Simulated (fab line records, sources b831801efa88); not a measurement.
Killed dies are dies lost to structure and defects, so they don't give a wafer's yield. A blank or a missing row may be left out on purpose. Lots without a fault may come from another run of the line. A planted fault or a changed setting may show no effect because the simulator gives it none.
Which tool did it? | flow sky130 | 11 lots, 32 wafers sampled, at 4 steps of a route of 708

WHAT THE GAUGES READ, wafer by wafer
SKY_CONTACT_THK_MEAS_01.
lot  | measured     | on            | CONTACT_CVD_00_THK (nm)
L441 | day 30 20:26 | film_metro-01 | 74.9 76.0 76.0
L443 | day 31 21:28 | film_metro-04 | 74.8 75.9 75.3
L446 | day 32 20:01 | film_metro-04 | 74.3 74.6 76.3
L447 | day 32 20:53 | film_metro-04 | 75.0 76.9 75.4
L448 | day 33 09:54 | film_metro-01 | 74.4 74.7 76.9
L450 | day 34 08:43 | film_metro-01 | 74.4 75.5 75.9
L449 | day 34 08:54 | film_metro-04 | 75.0 75.4 75.6
L453 | day 34 17:43 | film_metro-01 | 75.6 76.2 77.1
L455 | day 35 10:29 | film_metro-03 | 74.2 75.2 76.1
L457 | day 35 23:05 | film_metro-03 | 73.3 74.2
L461 | day 37 05:02 | film_metro-04 | 73.4 75.2 75.1

SKY_CONTACT_RS_MEAS_25: measures by four-point-probe.
lot  | measured     | on            | CONTACT_W_RS (ohm/sq)
L441 | day 32 01:28 | film_metro-04 | 0.341 0.337 0.337
L443 | day 33 01:56 | film_metro-04 | 0.331 0.337 0.331
L446 | day 34 00:25 | film_metro-03 | 0.335 0.335 0.342
L447 | day 34 01:41 | film_metro-01 | 0.324 0.332 0.333
L448 | day 34 13:56 | film_metro-01 | 0.338 0.331 0.330
L450 | day 35 13:05 | film_metro-03 | 0.346 0.349 0.341
L449 | day 35 13:06 | film_metro-01 | 0.327 0.336 0.329
L453 | day 35 22:14 | film_metro-04 | 0.343 0.341 0.335
L455 | day 36 14:30 | film_metro-04 | 0.331 0.329 0.182 0.331 0.330 0.182
L457 | day 37 02:48 | film_metro-03 | 0.180 0.182 0.180 0.183
L461 | day 38 08:40 | film_metro-03 | 0.182 0.330 0.182 0.182 0.330 0.182

WHICH TOOL RAN EACH LOT (tool, then ch and the chambers of the sampled wafers, then the start)
lot  | SKY_CONTACT_STRIP_19                 | SKY_CONTACT_CVD_24
L441 | plasma_asher-02 ch 0, day 32 00:42   | cvd_w-02 ch 1, day 32 01:22
L443 | plasma_asher-04 ch 0,1, day 33 01:09 | cvd_w-01 ch 0,1, day 33 01:49
L446 | plasma_asher-01 ch 0,1, day 33 23:16 | cvd_w-02 ch 0,1, day 34 00:17
L447 | plasma_asher-02 ch 0,1, day 34 00:33 | cvd_w-01 ch 0,1, day 34 01:34
L448 | plasma_asher-02 ch 0,1, day 34 13:10 | cvd_w-01 ch 0,1, day 34 13:49
L450 | plasma_asher-04 ch 0,1, day 35 12:18 | cvd_w-02 ch 0,1, day 35 12:57
L449 | plasma_asher-01 ch 0,1, day 35 12:20 | cvd_w-01 ch 0,1, day 35 12:59
L453 | plasma_asher-02 ch 0,1, day 35 21:28 | cvd_w-02 ch 0,1, day 35 22:07
L455 | plasma_asher-01 ch 0,1, day 36 13:41 | cvd_w-01 ch 0,1, day 36 14:22
L457 | plasma_asher-02 ch 0, day 37 02:02   | cvd_w-01 ch 0,1, day 37 02:41
L461 | plasma_asher-01 ch 0,1, day 38 07:47 | cvd_w-01 ch 0, day 38 08:26
- SKY_CONTACT_STRIP_19: strips in O2/N2.
- SKY_CONTACT_CVD_24: deposits W, target thk 340 nm, time 102.12 s.

WHAT THE TOOLS THEMSELVES READ (means of the sampled wafers that have a number; where no wafer has one, the mark that the record gives instead)
SKY_CONTACT_STRIP_19.
lot  | tool            | drypump_motor_current_A (A) | oes_product_au (a.u.) | strip_time_to_endpoint_s (s)
L441 | plasma_asher-02 | 6.0                         | 0.383                 | 3.67
L443 | plasma_asher-04 | 5.3                         | 0.378                 | 3.65
L446 | plasma_asher-01 | 5.9                         | 0.379                 | 3.64
L447 | plasma_asher-02 | 5.9                         | 0.379                 | 3.60
L448 | plasma_asher-02 | 5.9                         | 0.374                 | 3.63
L450 | plasma_asher-04 | 5.3                         | 0.384                 | 3.67
L449 | plasma_asher-01 | 5.6                         | 0.380                 | 3.66
L453 | plasma_asher-02 | 5.9                         | 0.381                 | 3.62
L455 | plasma_asher-01 | 5.6                         | 0.384                 | 3.67
L457 | plasma_asher-02 | 6.0                         | 0.382                 | 3.60
L461 | plasma_asher-01 | 5.6                         | 0.383                 | 3.63

SKY_CONTACT_CVD_24.
lot  | tool     | heater_power_w (W)
L441 | cvd_w-02 | 799
L443 | cvd_w-01 | 767
L446 | cvd_w-02 | 870
L447 | cvd_w-01 | 777
L448 | cvd_w-01 | 771
L450 | cvd_w-02 | 840
L449 | cvd_w-01 | 778
L453 | cvd_w-02 | 844
L455 | cvd_w-01 | 776
L457 | cvd_w-01 | 780
L461 | cvd_w-01 | 767

THE ANSWER, worked out from the rows above alone
Rule: what is usual is taken from the lots themselves. Put in order of their means at a reading, lots are off if they are a third of the lots or fewer, leave a main group of 4 or more, and stand apart from it by a gap of 3 or more times the standard deviation of the main group's means; of several such gaps the widest counts. A main group whose means are all the same, to the digits that the tables above print for the reading, isn't used. A lot without any number at a reading at which 4 lots or more have one is off too. The other lots that the step has rows for count as sound. The gauges are gone through in route order, then the tools' own readings, and for those a lot's mean is taken as printed above. The first step at which some lot is off is used, and at that step the reading that is off furthest; a lot without a number counts as furthest.
Off: L455, L457, L461, at SKY_CONTACT_RS_MEAS_25 (CONTACT_W_RS). The main group: mean 0.336 ohm/sq, standard deviation 0.0049.
A tool fits if, at a process step before that reading, it ran every lot that is off, and no sound lot after the first of them. The gauges at SKY_CONTACT_RS_MEAS_25 are tried like those tools. One fits: cvd_w-01 at SKY_CONTACT_CVD_24. Its last sound lot is L449 (day 35 12:59), its first lot that is off L455 (day 36 14:22): a fault that began between those two fits.

WHAT THE SIMULATOR HAD PUT IN
Process parameter drift: cvd_w-01, from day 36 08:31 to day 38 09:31, at SKY_CONTACT_CVD_24. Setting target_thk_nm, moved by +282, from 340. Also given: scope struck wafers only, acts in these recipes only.
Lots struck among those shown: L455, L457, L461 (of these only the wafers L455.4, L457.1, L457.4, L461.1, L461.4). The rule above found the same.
